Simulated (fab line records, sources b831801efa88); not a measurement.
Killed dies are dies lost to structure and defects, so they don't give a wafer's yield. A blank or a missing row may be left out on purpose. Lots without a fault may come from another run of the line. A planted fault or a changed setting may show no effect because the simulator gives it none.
Which tool did it? | flow sky130 | 9 lots, 27 wafers sampled, at 4 steps of a route of 708

WHAT THE GAUGES READ, wafer by wafer
SKY_NWELL_OVL_MEAS_10. Usual: NWELL_00_OVL -0.9 nm, standard deviation 1.5.
lot  | measured    | on         | NWELL_00_OVL (nm) | flag
L299 | day 4 16:10 | overlay-02 | -0.9 0.4 1.4      |
L300 | day 4 20:19 | overlay-01 | -3.4 0.0 -1.5     |
L301 | day 5 01:51 | overlay-02 | -0.3 0.3 0.4      |
L302 | day 5 08:00 | overlay-02 | -2.4 -0.7 -1.3    |
L303 | day 5 14:20 | overlay-01 | -0.8 -0.3 -0.5    |
L306 | day 6 07:18 | overlay-02 | -0.6 -0.1 -0.7    |
L307 | day 6 14:15 | overlay-02 | 1.0 2.9 1.0       |
L308 | day 6 17:37 | overlay-02 | -1.1 -1.6 -1.4    |
L309 | day 6 23:52 | overlay-02 | 0.3 -1.7 1.3      |

SKY_VT_ADJUST_HVTR_TW_MEAS_11. Usual: VT_ADJUST_HVTR_TW 209.8, standard deviation 1.7.
lot  | measured     | on            | VT_ADJUST_HVTR_TW                   | flag
L299 | day 9 15:45  | film_metro-04 | 208.5 207.7 207.8                   |
L300 | day 9 20:21  | film_metro-02 | 211.2 211.2 213.0                   |
L301 | day 10 05:03 | film_metro-03 | 207.8 207.8 207.2                   |
L302 | day 10 12:16 | film_metro-02 | 210.0 210.8 210.5                   |
L303 | day 10 19:37 | film_metro-03 | 207.3 207.9 208.2                   |
L306 | day 11 17:52 | film_metro-04 | 303.3 303.5 304.6 305.8 303.7 306.5 | OFF
L307 | day 12 06:15 | film_metro-04 | 303.1 301.9 302.7 303.4 301.9 302.9 | OFF
L308 | day 12 06:50 | film_metro-04 | 300.7 302.2 301.6 303.2 304.4 302.7 | OFF
L309 | day 12 15:35 | film_metro-03 | 300.8 302.3 300.2 301.7 301.9 301.1 | OFF

SKY_SD_N_CD_MEAS_07: target cd 380 nm. Usual: cd_nm 379.9 nm, standard deviation 2.5.
lot  | measured     | on        | cd_nm (nm)        | flag
L299 | day 28 05:42 | cd_sem-01 | 380.0 380.5 379.7 |
L300 | day 28 13:13 | cd_sem-01 | 380.3 379.0 380.1 |
L301 | day 28 16:12 | cd_sem-01 | 376.9 376.5 377.2 |
L302 | day 29 03:22 | cd_sem-01 | 379.0 378.1 379.3 |
L303 | day 29 19:00 | cd_sem-01 | 379.7 381.9 381.8 |

WHICH TOOL RAN EACH LOT (tool, then ch and the chambers of the sampled wafers, then the start)
lot  | SKY_VT_ADJUST_HVTR_IMPLANT_09
L299 | implanter-03 ch 0, day 9 15:30
L300 | implanter-02 ch 0, day 9 20:09
L301 | implanter-03 ch 0, day 10 04:48
L302 | implanter-02 ch 0, day 10 12:02
L303 | implanter-01 ch 0, day 10 19:23
L306 | implanter-02 ch 0, day 11 17:37
L307 | implanter-01 ch 0, day 12 06:00
L308 | implanter-03 ch 0, day 12 06:36
L309 | implanter-01 ch 0, day 12 15:21
- SKY_VT_ADJUST_HVTR_IMPLANT_09

WHAT THE TOOLS THEMSELVES READ (means of the sampled wafers that have a number; where no wafer has one, the mark that the record gives instead)
The record holds no such reading with a usual standard deviation.

THE ANSWER, worked out from the rows above alone
Rule: a lot is off if the mean of its wafers that have a number lies more than 3 standard deviations from the usual mean. A lot without any number at a reading at which 4 lots or more have one is off too. The other lots that the step has rows for count as sound. The gauges are gone through in route order, then the tools' own readings, and for those a lot's mean is taken as printed above. The first step at which some lot is off is used, and at that step the reading that is off furthest; a lot without a number counts as furthest.
Off: L306, L307, L308, L309, at SKY_VT_ADJUST_HVTR_TW_MEAS_11 (VT_ADJUST_HVTR_TW).
A tool fits if, at a process step before that reading, it ran every lot that is off, and no sound lot after the first of them. The gauges at SKY_VT_ADJUST_HVTR_TW_MEAS_11 are tried like those tools. None of those tried fits.

WHAT THE SIMULATOR HAD PUT IN
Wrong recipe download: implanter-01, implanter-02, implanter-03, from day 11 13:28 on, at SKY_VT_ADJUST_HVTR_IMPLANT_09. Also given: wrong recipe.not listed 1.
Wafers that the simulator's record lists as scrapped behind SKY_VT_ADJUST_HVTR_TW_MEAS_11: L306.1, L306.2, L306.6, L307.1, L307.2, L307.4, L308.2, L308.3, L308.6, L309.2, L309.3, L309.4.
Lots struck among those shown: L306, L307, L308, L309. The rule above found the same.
